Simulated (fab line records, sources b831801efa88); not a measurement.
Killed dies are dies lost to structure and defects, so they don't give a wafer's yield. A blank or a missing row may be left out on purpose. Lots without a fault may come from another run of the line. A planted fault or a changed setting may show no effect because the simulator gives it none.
fab line records | flow sfq_line
record lots=5 wafers=23
route steps=325 shown I5@236 C5@240 M6@252 I6@270 M7@282 I7@301 M8@320
start_h: hours from the record's first day to the start of the lot's first wafer shown | wait_h: hours since the lot's step before | " the same as in the row above | L1.1+2: a row that stands for several wafers | - no value, or no start given | * or withheld: withheld | < > ~ a bound
route shown NAME@n: a module of which the file shows steps, and the number in the route of the first | usual: mean/standard deviation of fault-free wafers | same: alike in all rows | chamber/n: place in a boat | sites: the reading at each site | _std_site: their standard deviation | _edge_site: outer sites' mean less inner sites' | radius_mm: how far each site lies from the wafer's centre | mask NAME#n: copy n | behind: the tool/chamber that last shaped the wafer | hold: why the lot was held/for how many hours/how that ended | device: the transistor (n, p or np) that didn't switch | end of line: the same wafers' tests at the end of the route | a step without rows: its recipe alone | killed: dies lost to structure and defects at the first sort, not the wafer's yield | map: a wafer's dies, x killed, . not, _ none there
set.NAME: the setting as run; set.NAME@STEP: as run at that earlier step | model.NAME: the simulator's own value behind a step, which no gauge read
lots whose settings were changed on purpose; a table a step, a row a wafer
## steps
# step SFQ_TRILAYER_I5_BARC_OPEN_VIA_ETCH_200
# recipe mask_material=PR chemistry=O2 target_depth_nm=125 target=BARC source_w=500 bias_w=80 pressure_mtorr=30 time_s=41.7
# columns lot.wafer tool chamber start_h wait_h set.source_w model.KrF_of_TRILAYER_I5_LITHO_COAT_144.thk_nm
L074.1 rie_diel-01 0 1539.44 0.0 500 572.5
L074.2 " 2 " " 500 573.5
L074.3 " 3 " " 500 574.2
L074.4 " 1 " " 500 571.1
L074.6 " 2 " " 500 573.7
L075.3 rie_diel-02 1 1541.68 0.0 500 571.8
L075.4 " 3 " " 500 573.8
L075.5 " 1 " " 500 572.3
L076.2 rie_diel-02 0 1546.48 0.0 500 573.7
L076.3 " 3 " " 538.2 570.9
L076.4 " 2 " " 500 573.5
L076.5 " 2 " " 500 574.1
L076.6 " 3 " " 538.2 569.9
L077.1 rie_diel-03 2 1553.68 0.0 500 574.2
L077.3 " 0 " " 500 573.6
L077.4 " 3 " " 500 573.2
L077.5 " 3 " " 536.9 570
L077.6 " 2 " " 536.9 571.5
L083.2 rie_diel-01 2 1661.97 0.0 500 571.6
L083.3 " 0 " " 500 571.1
L083.4 " 1 " " 453.7 576.1
L083.5 " 1 " " 453.7 575.1
L083.6 " 2 " " 453.7 574.9
# step SFQ_TRILAYER_C5_LITHO_COAT_156
# recipe resist=BARC spin_rpm=3000 resist_thk_nm=62
# columns lot.wafer tool chamber start_h wait_h set.resist_thk_nm model.BARC_of_TRILAYER_C5_LITHO_COAT_156.thk_nm
L074.1 litho_track-03 0 1540.40 0.0 62 61.92
L074.2 " 0 " " 61.01 60.92
L074.3 " 0 " " 62 62.14
L074.4 " 0 " " 62 61.97
L074.6 " 0 " " 61.01 60.93
L075.3 litho_track-03 0 1542.75 0.1 62 61.89
L075.4 " 0 " " 62 62.09
L075.5 " 0 " " 62 62
L076.2 litho_track-03 0 1547.50 0.1 62 62.38
L076.3 " 0 " " 62 62.28
L076.4 " 0 " " 62 62.26
L076.5 " 0 " " 62 62.14
L076.6 " 0 " " 62 62.09
L077.1 litho_track-04 0 1554.65 0.0 62 61.78
L077.3 " 0 " " 62 61.66
L077.4+5 " 0 " " 64.12 64.16
L077.6 " 0 " " 64.12 63.98
L083.2 litho_track-02 0 1662.98 0.1 58.62 58.45
L083.3 " 0 " " 62 62.07
L083.4 " 0 " " 58.62 58.59
L083.5 " 0 " " 58.62 58.57
L083.6 " 0 " " 62 62
# step SFQ_TRILAYER_C5_LITHO_COAT_151
# recipe resist=KrF spin_rpm=3000 resist_thk_nm=650
# step SFQ_TRILAYER_C5_LITHO_SOFTBAKE_155
# recipe temp_c=withheld time_s=withheld resist=KrF
# step SFQ_TRILAYER_C5_LITHO_DEVELOP_153
# recipe time_s=60 resist=KrF
# step SFQ_TRILAYER_C5_BARC_OPEN_VIA_ETCH_210
# recipe mask_material=PR chemistry=O2 target_depth_nm=125 target=BARC source_w=500 bias_w=80 pressure_mtorr=30 time_s=41.7
# columns lot.wafer tool chamber start_h wait_h set.resist_thk_nm@TRILAYER_C5_LITHO_COAT_156 model.etch.depth_nm
L074.1 rie_diel-03 2 1548.88 0.0 62 61.92
L074.2 " 0 " " 61.01 60.92
L074.3+4 " 3,1 " " 62 -
L074.6 " 3 " " 61.01 60.93
L075.3 rie_diel-01 3 1550.08 0.0 62 61.89
L075.4 " 2 " " 62 62.09
L075.5 " 3 " " 62 62
L076.2+3+4+5+6 rie_diel-04 0,1,3,3,0 1600.61 0.0 62 -
L077.1 rie_diel-01 3 1635.21 0.0 62 61.78
L077.3 " 1 " " 62 -
L077.4 " 2 " " 64.12 64.16
L077.5+6 " 1,0 " " 64.12 -
L083.2+4 rie_diel-04 2,3 1725.72 0.0 58.62 -
L083.3+6 " 0,2 " " 62 -
L083.5 " 0 " " 58.62 58.57
# step SFQ_TRILAYER_M6_DEP_SPUTTER_157
# recipe material=Nb base_pressure_pa=1.33e-06 chamber_pressure_pa=0.1333 substrate_temp_c=20 target_thk_nm=200 power_w=2000 time_s=133.3
# columns lot.wafer tool chamber start_h wait_h set.power_w model.Nb_of_TRILAYER_M6_DEP_SPUTTER_157.thk_nm
L074.1 pvd_sputter-04 - 1549.78 0.0 2000 201.3
L074.2 " - " " 2000 200.6
L074.3 " - " " 2106 208.8
L074.4 " - " " 2106 209.9
L074.6 " - " " 2000 199.3
L075.3 pvd_sputter-05 - 1550.98 0.0 2000 198.1
L075.4 " - " " 2000 198.8
L075.5 " - " " 2000 199.5
L076.2 pvd_sputter-06 - 1601.50 0.0 2000 200.3
L076.3 " - " " 2134 211
L076.4 " - " " 2000 198.5
L076.5 " - " " 2134 213.2
L076.6 " - " " 2134 212.6
L077.1 pvd_sputter-05 - 1636.10 0.0 2000 199.4
L077.3 " - " " 2111 211.7
L077.4 " - " " 2000 199.7
L077.5 " - " " 2111 210.3
L077.6 " - " " 2111 209.8
L083.2 pvd_sputter-04 - 1726.61 0.0 1832 181
L083.3 " - " " 2000 201.4
L083.4 " - " " 1832 182.6
L083.5 " - " " 2000 199.5
L083.6 " - " " 1832 183.9
# step SFQ_M6_RS_MEAS_938
# recipe thk_meas_gauge=four-point-probe reads=Nb_of_TRILAYER_M6_DEP_SPUTTER_157
# usual M6_NB_RS=0.896/0.0062
# columns lot.wafer tool chamber start_h wait_h set.power_w@TRILAYER_M6_DEP_SPUTTER_157 M6_NB_RS[ohm/sq]
L074.1 film_metro-02 - 1549.87 0.0 2000 0.885
L074.2 " - " " 2000 0.888
L074.3 " - " " 2106 0.852
L074.4 " - " " 2106 0.847
L074.6 " - " " 2000 0.893
L075.3 film_metro-04 - 1551.11 0.1 2000 0.895
L075.4 " - " " 2000 0.894
L075.5 " - " " 2000 0.889
L076.2 film_metro-01 - 1601.61 0.1 2000 0.889
L076.3 " - " " 2134 0.843
L076.4 " - " " 2000 0.895
L076.5 " - " " 2134 0.835
L076.6 " - " " 2134 0.834
L077.1 film_metro-01 - 1636.19 0.0 2000 0.893
L077.3 " - " " 2111 0.841
L077.4 " - " " 2000 0.891
L077.5 " - " " 2111 0.847
L077.6 " - " " 2111 0.847
L083.2 film_metro-01 - 1726.72 0.1 1832 0.983
L083.3 " - " " 2000 0.884
L083.4 " - " " 1832 0.973
L083.5 " - " " 2000 0.892
L083.6 " - " " 1832 0.970
# step SFQ_TRILAYER_M6_LITHO_PEB_162
# recipe peb_temp_c=115 peb_time_s=60 resist=KrF
# columns lot.wafer tool chamber start_h wait_h set.peb_time_s
L074.1+2+4 litho_track-01 0 1648.43 1.0 56.43
L074.3+6 " 0 " " 60
L075.3+4+5 litho_track-04 0 1650.81 0.7 60
L076.2+5 litho_track-01 0 1651.99 0.8 60
L076.3+4+6 " 0 " " 51.57
L077.1+6 litho_track-01 0 1653.16 1.0 60
L077.3+4+5 " 0 " " 52.02
L083.2+4 litho_track-04 0 1729.64 0.8 57.3
L083.3+5+6 " 0 " " 60
# step SFQ_TRILAYER_M6_LITHO_DEVELOP_161
# recipe time_s=60 resist=KrF
# step SFQ_TRILAYER_M6_BARC_OPEN_METAL_ETCH_206
# recipe mask_material=PR chemistry=O2 target_depth_nm=125 target=BARC icp_w=584.8 bias_w=80 pressure_mtorr=10 time_s=41.7
# columns lot.wafer tool chamber start_h wait_h set.peb_time_s@TRILAYER_M6_LITHO_PEB_162 model.M6.cd_nm
L074.1 rie_metal-02 1 1648.77 0.0 56.43 506.8
L074.2 " 0 " " 56.43 507.8
L074.3 " 0 " " 60 499.6
L074.4 " 1 " " 56.43 505.8
L074.6 " 0 " " 60 497.9
L075.3 rie_metal-02 1 1651.12 0.0 60 499.3
L075.4 " 0 " " 60 501.7
L075.5 " 0 " " 60 501
L076.2 rie_metal-04 1 1652.30 0.0 60 499.4
L076.3 " 1 " " 51.57 522.2
L076.4 " 0 " " 51.57 523.1
L076.5 " 0 " " 60 500.8
L076.6 " 1 " " 51.57 521.8
L077.1 rie_metal-01 1 1653.50 0.0 60 500.9
L077.3 " 1 " " 52.02 522.6
L077.4 " 0 " " 52.02 522.7
L077.5 " 1 " " 52.02 523.1
L077.6 " 0 " " 60 503
L083.2 rie_metal-04 1 1729.95 0.0 57.3 504.4
L083.3 " 0 " " 60 499.2
L083.4 " 1 " " 57.3 504.7
L083.5 " 1 " " 60 497.2
L083.6 " 0 " " 60 498.1
# step SFQ_TRILAYER_M6_ETCH_METAL_ETCH_162
# recipe target=Nb stop_on=SiO2 mask_material=PR chemistry=Cl2/Ar target_depth_nm=240 icp_w=600 bias_w=80 pressure_mtorr=10 time_s=120
# usual oes_product_au=0.889/0.0056
# columns lot.wafer tool chamber start_h wait_h set.power_w@TRILAYER_M6_DEP_SPUTTER_157 set.peb_time_s@TRILAYER_M6_LITHO_PEB_162 oes_product_au model.M6.cd_nm
L074.1 rie_metal-02 1 1648.83 0.0 2000 56.43 0.902 504.3
L074.2 " 0 " " 2000 56.43 0.894 507
L074.3 " 0 " " 2106 60 0.915 498.9
L074.4 " 1 " " 2106 56.43 0.914 503.4
L074.6 " 0 " " 2000 60 0.884 498.3
L075.3 rie_metal-02 1 1651.20 0.1 2000 60 0.883 496.8
L075.4 " 0 " " 2000 60 0.887 500.2
L075.5 " 0 " " 2000 60 0.891 500.1
L076.2 rie_metal-04 1 1652.36 0.0 2000 60 0.881 500.9
L076.3 " 1 " " 2134 51.57 0.924 523.1
L076.4 " 0 " " 2000 51.57 0.890 525.2
L076.5 " 0 " " 2134 60 0.931 502
L076.6 " 1 " " 2134 51.57 0.921 522.4
L077.1 rie_metal-01 1 1653.56 0.0 2000 60 0.894 501.9
L077.3 " 1 " " 2111 52.02 0.917 523.1
L077.4 " 0 " " 2000 52.02 0.894 521.7
L077.5 " 1 " " 2111 52.02 0.924 524
L077.6 " 0 " " 2111 60 0.919 502.7
L083.2 rie_metal-04 1 1730.01 0.0 1832 57.3 0.852 505.5
L083.3 " 0 " " 2000 60 0.906 500.1
L083.4 " 1 " " 1832 57.3 0.853 505.8
L083.5 " 1 " " 2000 60 0.890 499.3
L083.6 " 0 " " 1832 60 0.855 498.1
# step SFQ_TRILAYER_I6_VIA_LITHO_COAT_174
# recipe resist=BARC spin_rpm=3000 resist_thk_nm=62
# columns lot.wafer tool chamber start_h wait_h set.spin_rpm model.BARC_of_TRILAYER_I6_VIA_LITHO_COAT_174.thk_nm
L074.1 litho_track-03 0 1654.67 1.0 3000 61.96
L074.2 " 0 " " 3081 61.2
L074.3 " 0 " " 3000 62.1
L074.4 " 0 " " 3081 61.01
L074.6 " 0 " " 3081 61.04
L075.3 litho_track-01 0 1657.77 0.7 3000 62.03
L075.4 " 0 " " 3000 62.12
L075.5 " 0 " " 3000 61.91
L076.2 litho_track-03 0 1658.90 0.8 3000 62.15
L076.3 " 0 " " 3000 62.01
L076.4 " 0 " " 3000 62.19
L076.5 " 0 " " 3000 62.07
L076.6 " 0 " " 3000 62.12
L077.1 litho_track-02 0 1661.85 1.0 3000 62.17
L077.3 " 0 " " 3000 62.24
L077.4 " 0 " " 3187 60.4
L077.5 " 0 " " 3000 62.08
L077.6 " 0 " " 3187 60.28
L083.2 litho_track-02 0 1737.93 0.8 2943 62.54
L083.3 " 0 " " 2943 62.24
L083.4 " 0 " " 2943 62.49
L083.5 " 0 " " 3000 61.72
L083.6 " 0 " " 3000 61.82
# step SFQ_TRILAYER_I6_VIA_LITHO_COAT_169
# recipe resist=KrF spin_rpm=3000 resist_thk_nm=650
# step SFQ_TRILAYER_I6_VIA_LITHO_SOFTBAKE_173
# recipe temp_c=withheld time_s=withheld resist=KrF
# step SFQ_TRILAYER_I6_VIA_LITHO_DEVELOP_171
# recipe time_s=60 resist=KrF
# step SFQ_TRILAYER_I6_VIA_BARC_OPEN_VIA_ETCH_235
# recipe mask_material=PR chemistry=O2 target_depth_nm=125 target=BARC source_w=500 bias_w=78.92 pressure_mtorr=30 time_s=41.7
# usual oes_product_au=0.684/0.0045
# columns lot.wafer tool chamber start_h wait_h set.spin_rpm@TRILAYER_I6_VIA_LITHO_COAT_174 oes_product_au model.etch.depth_nm
L074.1 rie_diel-02 1 1666.72 0.0 3000 0.688 61.96
L074.2 " 2 " " 3081 0.689 61.2
L074.3 " 0 " " 3000 0.694 -
L074.4 " 3 " " 3081 0.686 -
L074.6 " 3 " " 3081 0.683 61.04
L075.3 rie_diel-04 1 1667.92 0.0 3000 0.688 62.03
L075.4 " 0 " " 3000 0.685 62.12
L075.5 " 1 " " 3000 0.686 61.91
L076.2 rie_diel-01 0 1669.12 0.0 3000 0.686 -
L076.3 " 2 " " 3000 0.685 -
L076.4 " 0 " " 3000 0.685 -
L076.5 " 2 " " 3000 0.685 -
L076.6 " 3 " " 3000 0.689 -
L077.1 rie_diel-04 3 1670.32 0.0 3000 0.694 62.17
L077.3 " 2 " " 3000 0.690 -
L077.4 " 0 " " 3187 0.677 60.4
L077.5 " 3 " " 3000 0.686 -
L077.6 " 0 " " 3187 0.671 -
L083.2 rie_diel-02 2 1840.11 0.0 2943 0.686 -
L083.3 " 0 " " 2943 0.688 -
L083.4 " 1 " " 2943 0.684 -
L083.5 " 1 " " 3000 0.681 61.72
L083.6 " 2 " " 3000 0.676 -
# step SFQ_TRILAYER_M7_DEP_SPUTTER_175
# recipe material=Nb base_pressure_pa=1.33e-06 chamber_pressure_pa=0.1333 substrate_temp_c=20 target_thk_nm=200 power_w=2000 time_s=133.3
# columns lot.wafer tool chamber start_h wait_h set.time_s model.Nb_of_TRILAYER_M7_DEP_SPUTTER_175.thk_nm
L074.1 pvd_sputter-03 - 1667.68 0.0 133.3 198.2
L074.2 " - " " 133.3 195
L074.3 " - " " 133.3 201.8
L074.4 " - " " 133.3 199
L074.6 " - " " 133.3 201.3
L075.3 pvd_sputter-06 - 1668.88 0.0 133.3 202.4
L075.4 " - " " 133.3 200.3
L075.5 " - " " 133.3 201.8
L076.2 pvd_sputter-05 - 1670.08 0.0 126.6 189.9
L076.3 " - " " 126.6 192.4
L076.4 " - " " 126.6 191
L076.5 " - " " 133.3 202.8
L076.6 " - " " 133.3 201.9
L077.1 pvd_sputter-03 - 1671.28 0.0 133.3 204
L077.3 " - " " 133.3 200.6
L077.4 " - " " 133.3 199.9
L077.5 " - " " 133.3 203.1
L077.6 " - " " 133.3 198.5
L083.2 pvd_sputter-05 - 1841.67 0.0 142.8 215.3
L083.3 " - " " 142.8 216.6
L083.4+5 " - " " 133.3 198.2
L083.6 " - " " 133.3 201.4
# step SFQ_M7_RS_MEAS_943
# recipe thk_meas_gauge=four-point-probe reads=Nb_of_TRILAYER_M7_DEP_SPUTTER_175
# usual M7_NB_RS=0.896/0.011
# columns lot.wafer tool chamber start_h wait_h set.time_s@TRILAYER_M7_DEP_SPUTTER_175 M7_NB_RS[ohm/sq]
L074.1 film_metro-04 - 1667.77 0.0 133.3 0.898
L074.2 " - " " 133.3 0.913
L074.3 " - " " 133.3 0.881
L074.4 " - " " 133.3 0.894
L074.6 " - " " 133.3 0.882
L075.3 film_metro-03 - 1669.01 0.1 133.3 0.881
L075.4 " - " " 133.3 0.888
L075.5 " - " " 133.3 0.882
L076.2 film_metro-04 - 1670.19 0.1 126.6 0.936
L076.3 " - " " 126.6 0.924
L076.4 " - " " 126.6 0.931
L076.5 " - " " 133.3 0.875
L076.6 " - " " 133.3 0.880
L077.1 film_metro-01 - 1671.37 0.0 133.3 0.872
L077.3 " - " " 133.3 0.888
L077.4 " - " " 133.3 0.890
L077.5 " - " " 133.3 0.875
L077.6 " - " " 133.3 0.896
L083.2 film_metro-01 - 1841.78 0.1 142.8 0.826
L083.3 " - " " 142.8 0.820
L083.4 " - " " 133.3 0.897
L083.5 " - " " 133.3 0.899
L083.6 " - " " 133.3 0.883
# step SFQ_TRILAYER_M7_BARC_OPEN_METAL_ETCH_229
# recipe mask_material=PR chemistry=O2 target_depth_nm=125 target=BARC icp_w=600 bias_w=80 pressure_mtorr=10 time_s=41.7
# columns lot.wafer tool chamber start_h wait_h set.icp_w
L074.1+2+3+4+6 rie_metal-03 1,0,0,1,0 1674.05 0.0 600
L075.3+4+5 rie_metal-04 1,0,0 1675.27 0.0 600
L076.2+3+5 rie_metal-03 1,1,0 1676.45 0.0 623
L076.4+6 " 0,1 " " 600
L077.1+3 rie_metal-02 0,1 1677.65 0.0 545.7
L077.4+5+6 " 0,0,1 " " 600
L083.2+3+4+5+6 rie_metal-04 1,0,1,1,0 1922.44 0.0 600
# step SFQ_TRILAYER_M7_ETCH_METAL_ETCH_180
# recipe target=Nb stop_on=SiO2 mask_material=PR chemistry=Cl2/Ar target_depth_nm=240 icp_w=600 bias_w=80 pressure_mtorr=10 time_s=120
# usual oes_product_au=0.891/0.0086
# columns lot.wafer tool chamber start_h wait_h set.time_s@TRILAYER_M7_DEP_SPUTTER_175 oes_product_au
L074.1 rie_metal-03 1 1674.11 0.0 133.3 0.890
L074.2 " 0 " " 133.3 0.877
L074.3 " 0 " " 133.3 0.896
L074.4 " 1 " " 133.3 0.897
L074.6 " 0 " " 133.3 0.889
L075.3 rie_metal-04 1 1675.35 0.1 133.3 0.904
L075.4 " 0 " " 133.3 0.901
L075.5 " 0 " " 133.3 0.902
L076.2 rie_metal-03 1 1676.51 0.0 126.6 0.865
L076.3 " 1 " " 126.6 0.883
L076.4 " 0 " " 126.6 0.873
L076.5 " 0 " " 133.3 0.900
L076.6 " 1 " " 133.3 0.896
L077.1 rie_metal-02 0 1677.71 0.0 133.3 0.898
L077.3 " 1 " " 133.3 0.900
L077.4 " 0 " " 133.3 0.899
L077.5 " 0 " " 133.3 0.902
L077.6 " 1 " " 133.3 0.899
L083.2 rie_metal-04 1 1922.50 0.0 142.8 0.931
L083.3 " 0 " " 142.8 0.937
L083.4 " 1 " " 133.3 0.888
L083.5 " 1 " " 133.3 0.895
L083.6 " 0 " " 133.3 0.909
# step SFQ_TRILAYER_I7_VIA_LITHO_COAT_187
# recipe resist=KrF spin_rpm=3000 resist_thk_nm=650
# columns lot.wafer tool chamber start_h wait_h set.resist_thk_nm model.KrF_of_TRILAYER_I7_VIA_LITHO_COAT_187.thk_nm
L074.1 litho_track-02 0 1679.88 0.2 650 645.9
L074.2 " 0 " " 612.6 608.9
L074.3 " 0 " " 612.6 612.2
L074.4 " 0 " " 650 648.9
L074.6 " 0 " " 612.6 611.4
L075.3 litho_track-03 0 1681.01 0.2 650 650.6
L075.4 " 0 " " 650 651.1
L075.5 " 0 " " 650 648.7
L076.2 litho_track-03 0 1682.93 0.2 650 648.7
L076.3 " 0 " " 672 669.6
L076.4 " 0 " " 672 669.3
L076.5 " 0 " " 650 648.9
L076.6 " 0 " " 672 669.5
L077.1 litho_track-03 0 1683.91 0.2 650 645.7
L077.3 " 0 " " 650 647.5
L077.4 " 0 " " 635.7 634.1
L077.5 " 0 " " 635.7 633.8
L077.6 " 0 " " 650 647.9
L083.2 litho_track-02 0 1928.15 0.2 613.7 611.3
L083.3 " 0 " " 613.7 610.8
L083.4 " 0 " " 650 646.4
L083.5 " 0 " " 650 647.9
L083.6 " 0 " " 613.7 611.1
# step SFQ_TRILAYER_M8_DEP_EVAP_198
# recipe material=Pt angular_spread_deg=1 target_thk_nm=50 time_s=250 power_w=2000
# columns lot.wafer tool chamber start_h wait_h set.time_s model.Pt_of_TRILAYER_M8_DEP_EVAP_198.thk_nm
L074.1 pvd_sputter-02 - 1785.96 0.0 250 50.01
L074.2 " - " " 250 50.06
L074.3 " - " " 279 54.86
L074.4 " - " " 279 55.62
L074.6 " - " " 250 49.2
L075.3 pvd_sputter-01 - 1787.15 0.0 250 49.88
L075.4 " - " " 250 50.22
L075.5 " - " " 250 49.53
L076.2 pvd_sputter-02 - 1789.56 0.0 213 43.14
L076.3 " - " " 213 42.61
L076.4 " - " " 213 42.04
L076.5 " - " " 250 50.15
L076.6 " - " " 250 50.23
L077.1 pvd_sputter-01 - 1796.85 0.0 220.7 44.54
L077.3 " - " " 250 49.68
L077.4 " - " " 220.7 44.73
L077.5 " - " " 250 50.02
L077.6 " - " " 250 49.84
L083.2 pvd_sputter-01 - 1933.91 0.0 250 51.09
L083.3 " - " " 250 49.96
L083.4 " - " " 250 50.94
L083.5 " - " " 250 50.49
L083.6 " - " " 250 50.33
## key
split step=SFQ_TRILAYER_I5_BARC_OPEN_VIA_ETCH_200 setting=source_w stated=500 by=wafer
response step=SFQ_TRILAYER_I5_BARC_OPEN_VIA_ETCH_200 reading=model.KrF_of_TRILAYER_I5_LITHO_COAT_144.thk_nm change=-0.426 per=1% r=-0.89
split step=SFQ_TRILAYER_C5_LITHO_COAT_156 setting=resist_thk_nm stated=62 by=wafer
response step=SFQ_TRILAYER_C5_LITHO_COAT_156 reading=model.BARC_of_TRILAYER_C5_LITHO_COAT_156.thk_nm change=+0.658 per=1% r=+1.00
response step=SFQ_TRILAYER_C5_BARC_OPEN_VIA_ETCH_210 reading=model.etch.depth_nm change=+0.678 per=1% r=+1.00
split step=SFQ_TRILAYER_M6_DEP_SPUTTER_157 setting=power_w stated=2000 by=wafer
response step=SFQ_TRILAYER_M6_DEP_SPUTTER_157 reading=model.Nb_of_TRILAYER_M6_DEP_SPUTTER_157.thk_nm change=+1.98 per=1% r=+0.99
response step=SFQ_M6_RS_MEAS_938 reading=M6_NB_RS change=-0.009 per=1% r=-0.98
response step=SFQ_TRILAYER_M6_ETCH_METAL_ETCH_162 reading=oes_product_au change=+0.00513 per=1% r=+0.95
split step=SFQ_TRILAYER_M6_LITHO_PEB_162 setting=peb_time_s stated=60 by=wafer
response step=SFQ_TRILAYER_M6_BARC_OPEN_METAL_ETCH_206 reading=model.M6.cd_nm change=-1.55 per=1% r=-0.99
response step=SFQ_TRILAYER_M6_ETCH_METAL_ETCH_162 reading=model.M6.cd_nm change=-1.52 per=1% r=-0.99
split step=SFQ_TRILAYER_I6_VIA_LITHO_COAT_174 setting=spin_rpm stated=3000 by=wafer
response step=SFQ_TRILAYER_I6_VIA_LITHO_COAT_174 reading=model.BARC_of_TRILAYER_I6_VIA_LITHO_COAT_174.thk_nm change=-0.305 per=1% r=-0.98
response step=SFQ_TRILAYER_I6_VIA_BARC_OPEN_VIA_ETCH_235 reading=oes_product_au change=-0.00255 per=1% r=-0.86
response step=SFQ_TRILAYER_I6_VIA_BARC_OPEN_VIA_ETCH_235 reading=model.etch.depth_nm change=-0.289 per=1% r=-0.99
split step=SFQ_TRILAYER_M7_DEP_SPUTTER_175 setting=time_s stated=133.3 by=wafer
response step=SFQ_TRILAYER_M7_DEP_SPUTTER_175 reading=model.Nb_of_TRILAYER_M7_DEP_SPUTTER_175.thk_nm change=+2.31 per=1% r=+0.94
response step=SFQ_M7_RS_MEAS_943 reading=M7_NB_RS change=-0.01 per=1% r=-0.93
response step=SFQ_TRILAYER_M7_ETCH_METAL_ETCH_180 reading=oes_product_au change=+0.00506 per=1% r=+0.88
split step=SFQ_TRILAYER_M7_BARC_OPEN_METAL_ETCH_229 setting=icp_w stated=600 by=wafer
response none clear
split step=SFQ_TRILAYER_I7_VIA_LITHO_COAT_187 setting=resist_thk_nm stated=650 by=wafer
response step=SFQ_TRILAYER_I7_VIA_LITHO_COAT_187 reading=model.KrF_of_TRILAYER_I7_VIA_LITHO_COAT_187.thk_nm change=+6.34 per=1% r=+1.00
split step=SFQ_TRILAYER_M8_DEP_EVAP_198 setting=time_s stated=250 by=wafer
response step=SFQ_TRILAYER_M8_DEP_EVAP_198 reading=model.Pt_of_TRILAYER_M8_DEP_EVAP_198.thk_nm change=+0.483 per=1% r=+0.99
